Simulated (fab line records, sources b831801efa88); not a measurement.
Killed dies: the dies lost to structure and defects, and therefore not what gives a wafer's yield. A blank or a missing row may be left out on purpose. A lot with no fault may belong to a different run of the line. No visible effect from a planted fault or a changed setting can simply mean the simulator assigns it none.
A lot that was struck, set against a sound lot ; flow sky130 ; 16 out of 708 route steps
Sound: wafers L243.1, L243.2, L243.5. Struck: wafer L250.1. (L250.3, L250.4 of the same lot were not struck and are left out.) The cause comes at the end.
Each step with rows lists, per side, the tool, then ch with its chambers, then its first start. Under that, the readings that differ: sound wafers ; struck wafers ; difference of the means ; sigmas: that difference in standard deviations of wafers without a fault.
alike: readings with means less than 2 such deviations apart, plus words and numbers identical on both sides. not compared: withheld readings, readings lacking a value on some wafer, bounds such as >300 that could conceal the same value, and numbers that have no deviation in the record and whose values overlap.
A row with sigmas, a row that says differs or no value, or rows on one side alone: a step with any of these is where the two part. Non-overlapping numbers with no deviation appear without sigmas and do not part them. A reading missing from all wafers of one side parts the sides only when that side holds two or more wafers.

first, 2 steps without rows for these wafers: SKY_METAL3_PEB_11; SKY_METAL3_DEVELOP_12 (develop time 57.97 s).
SKY_METAL3_CD_MEAS_13: target cd 300 nm.
  struck on cd_sem-02, day 42 22:34; sound on cd_sem-01, day 40 17:16
reading;sound;struck;difference;sigmas
cd_nm (nm);298.8 299.7 300.1;303.5;+4.0;+3
SKY_METAL3_OVL_MEAS_14:
  struck on overlay-02, day 42 22:41; sound on overlay-02, day 40 17:23
  alike: METAL3_OVL
SKY_METAL3_DESCUM_15: chemistry O2, time 8 s.
  sound on rie_metal-04 ch 0,1, day 40 17:25; struck on rie_metal-04 ch 1, day 42 22:43
  alike: drypump_motor_current_A, oes_product_au
  not compared: rf_hours_counter_h
SKY_METAL3_ETCH_16: etches BARC in N2/H2, stops on SiO2, time 88.2 s, target depth 60 nm.
  sound on rie_metal-04 ch 0,1, day 40 17:27; struck on rie_metal-04 ch 1, day 42 22:45
  alike: drypump_motor_current_A, oes_product_au, throttle_valve_pct
  not compared: rf_hours_counter_h
SKY_METAL3_ETCH_17: etches SiO2 in C4F8/O2/Ar, stops on TiN, time 3.9 s, target depth 15 nm.
  sound on rie_diel-01 ch 0,2, day 40 17:33; struck on rie_diel-04 ch 1, day 42 22:50
  alike: oes_product_au
  not compared: rf_hours_counter_h
SKY_METAL3_METAL_ETCH_18: etches the open film in Cl2/BCl3, stops on SiO2, target depth 845 nm, time 183.1 s.
  sound on rie_metal-01 ch 0,1, day 40 17:34; struck on rie_metal-03 ch 0, day 42 22:52
  alike: drypump_motor_current_A, oes_product_au, throttle_valve_pct
  not compared: rf_hours_counter_h
SKY_METAL3_STRIP_19: strips in O2/N2.
  sound on plasma_asher-03 ch 0,1, day 40 17:44; struck on plasma_asher-04 ch 1, day 42 23:02
  alike: drypump_motor_current_A, oes_product_au, strip_time_to_endpoint_s
  not compared: rf_hours_counter_h
then, 3 steps without rows for these wafers: SKY_METAL3_STRIP_20 (strips in post etch residue remover, time 1200 s); SKY_METAL3_CLEAN_21 (cleans in IPA, time 180 s); SKY_METAL3_CLEAN_22 (cleans in O3/DIW).
SKY_VIA3_HDPCVD_00: deposits SiO2, target thk 1635 nm, time 272.5 s.
  sound on hdpcvd-01 ch 1,2, day 40 18:41; struck on hdpcvd-02 ch 1, day 42 23:59
reading;sound;struck;difference;sigmas
model.SiO2_of_VIA3_HDPCVD_00.thk_nm (nm);1614 1627 1634;1004;-621;
SKY_VIA3_THK_MEAS_01:
  struck on film_metro-03, day 43 00:09; sound on film_metro-01, day 40 18:51
reading;sound;struck;difference;sigmas
VIA3_HDPCVD_THK (nm);1613 1627 1633;1004;-620;-36
then, 1 step without rows for these wafers: SKY_VIA3_CMP_02 (polishes SiO2).
-- the record jumps here: 6 days lie between the struck wafers' starts before and after (it left off in module VIA3 and takes up again in module PAD_OPEN, whose first step shown is number 708 of the route) --
SKY_PAD_OPEN_PROBE_99:
  struck on prober-01, day 49 10:17; sound on prober-01, day 47 14:47
reading;sound;struck;difference;sigmas
model.etest.met4_comb.leak_log10_a_um;-12 -12.05 -11.77;-6.979;+4.961;

WHERE THEY PART
First at SKY_METAL3_CD_MEAS_13; last, within this record, at SKY_VIA3_THK_MEAS_01.

WHY: the cause the simulator had injected
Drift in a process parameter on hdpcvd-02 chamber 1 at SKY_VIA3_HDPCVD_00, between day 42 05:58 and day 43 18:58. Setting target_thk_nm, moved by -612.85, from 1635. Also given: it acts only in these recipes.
